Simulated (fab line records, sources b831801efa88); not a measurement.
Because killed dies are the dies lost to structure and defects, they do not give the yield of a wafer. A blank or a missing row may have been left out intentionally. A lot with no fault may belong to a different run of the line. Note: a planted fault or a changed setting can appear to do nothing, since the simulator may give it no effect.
A lot that was struck, set against a sound lot / flow sky130 / 19 out of 708 route steps
Sound: these wafers, L895.4, L895.5, L895.6. Wafers L903.3, L903.4, L903.5 were the ones struck. The cause is given at the end.
Each step with rows lists, per side, the tool, then ch with its chambers, then its first start. Under that, the readings that differ: sound wafers / struck wafers / difference of the means / sigmas: that difference in standard deviations of wafers without a fault.
alike: same words and numbers on both sides, and readings whose means sit less than 2 such deviations apart. not compared: any withheld reading, any reading some wafer has no value for, any bound like >300 that may hide the same value, and any number with overlapping values for which the record gives no deviation.
Wherever a step has rows on one side only, a row that says differs or no value, or a row with sigmas, the two part there. Numbers that have no deviation but don't overlap get no sigmas and don't part them. A reading missing from all wafers of one side parts the sides only when that side holds two or more wafers.

SKY_FIELD_ISO_BOW_MEAS_00:
  struck on film metro-03, day 5 04:02; sound on film metro-01, day 3 12:04
  alike: INCOMING_BOW
then, 1 step without rows for these wafers: SKY_FIELD_ISO_OXIDATION_01 (stabilise 600 s, purge 300 s, target thk 12 nm).
SKY_FIELD_ISO_THK_MEAS_02:
  struck on film metro-01, day 5 06:56; sound on film metro-01, day 3 14:33
reading=FIELD_ISO_OXIDATION_00_THK (nm); sound=12.23 12.19 12.08; struck=11.61 11.70 11.77; difference=-0.47; sigmas=-2
then, 1 step without rows for these wafers: SKY_FIELD_ISO_CVD_03 (deposits Si3N4 from DCS/NH3, target thk 165 nm, time 2830 s).
SKY_FIELD_ISO_THK_MEAS_04:
  struck on film metro-01, day 5 09:44; sound on film metro-01, day 3 16:24
  alike: FIELD_ISO_CVD_03_THK
then, 3 steps without rows for these wafers: SKY_FIELD_ISO_DEHYDRATE_05 (time 60 s); SKY_FIELD_ISO_HMDS_06 (prime time 60 s); SKY_FIELD_ISO_COAT_07 (resist thk 60 nm).
SKY_FIELD_ISO_COAT_08: resist thk 450 nm.
  sound on litho track-01 ch 0, day 4 00:00; struck on litho track-02 ch 0, day 5 18:00
reading=model.KrF-thick_of_FIELD_ISO_COAT_08.thk nm (nm); sound=451.3 452.2 450.7; struck=440 440 439.1; difference=-12; sigmas=
  alike: exhaust pa
then, 4 steps without rows for these wafers: SKY_FIELD_ISO_SOFTBAKE_09 (time 90 s); SKY_FIELD_ISO_EXPOSE_10 (exposes mask FOM, target cd 150 nm); SKY_FIELD_ISO_PEB_11; SKY_FIELD_ISO_DEVELOP_12 (develop time 60 s).
SKY_FIELD_ISO_CD_MEAS_13 targets a cd of 150 nm.
  struck on cd sem-02, day 6 04:22; sound on cd sem-01, day 4 09:11
  alike: cd nm
SKY_FIELD_ISO_ETCH_14: etches BARC in N2/H2, stops on SiO2, time 45.9 s, target depth 60 nm.
  sound on rie diel-03 ch 2,3, day 4 09:15; struck on rie diel-02 ch 0,1,2, day 6 04:26
  alike: drypump motor current A, oes product au, throttle valve pct
  not compared: rf hours counter h
SKY_FIELD_ISO_ETCH_15: etches the open film in CHF3/O2, stops on Si, target depth 180 nm, time 72 s.
  sound on rie diel-03 ch 2,3, day 4 09:17; struck on rie diel-02 ch 0,1,2, day 6 04:29
reading=model.KrF-thick_of_FIELD_ISO_COAT_08.thk nm (nm); sound=237.1 235.5 237.6; struck=226.9 228.2 227; difference=-9.4; sigmas=
  alike: drypump motor current A, oes product au, throttle valve pct
  not compared: rf hours counter h
SKY_FIELD_ISO_STRIP_16: strips in O2/N2.
  sound on plasma asher-01 ch 0,1, day 4 09:23; struck on plasma asher-01 ch 0,1, day 6 04:34
reading=strip time to endpoint s (s); sound=3.554 3.545 3.543; struck=3.465 3.465 3.442; difference=-0.090; sigmas=-3
  alike: drypump motor current A, oes product au
  not compared: rf hours counter h
SKY_FIELD_ISO_ETCH_17: etches Si in HBr/Cl2/O2, target depth 342 nm, time 97.7 s.
  sound on rie si-02 ch 1,2, day 4 09:27; struck on rie si-01 ch 0,3, day 6 04:38
reading=oes product au (a.u.); sound=1.004 1.003 0.997; struck=0.975 0.987 0.996; difference=-0.015; sigmas=-2
  alike: drypump motor current A, mfc cl2 sccm, throttle valve pct
  not compared: rf hours counter h
-- the record jumps here: 44 days lie between the struck wafers' starts before and after (it left off in module FIELD_ISO and takes up again in module PAD_OPEN, whose first step shown is number 708 of the route) --
SKY_PAD_OPEN_PROBE_99:
  record: rows for the struck wafers here (prober-01, day 50 01:16), none for the sound ones

== WHERE THEY PART ==
At SKY_FIELD_ISO_THK_MEAS_02 first; at SKY_PAD_OPEN_PROBE_99 last (within this record only).

WHY: the cause the simulator had injected
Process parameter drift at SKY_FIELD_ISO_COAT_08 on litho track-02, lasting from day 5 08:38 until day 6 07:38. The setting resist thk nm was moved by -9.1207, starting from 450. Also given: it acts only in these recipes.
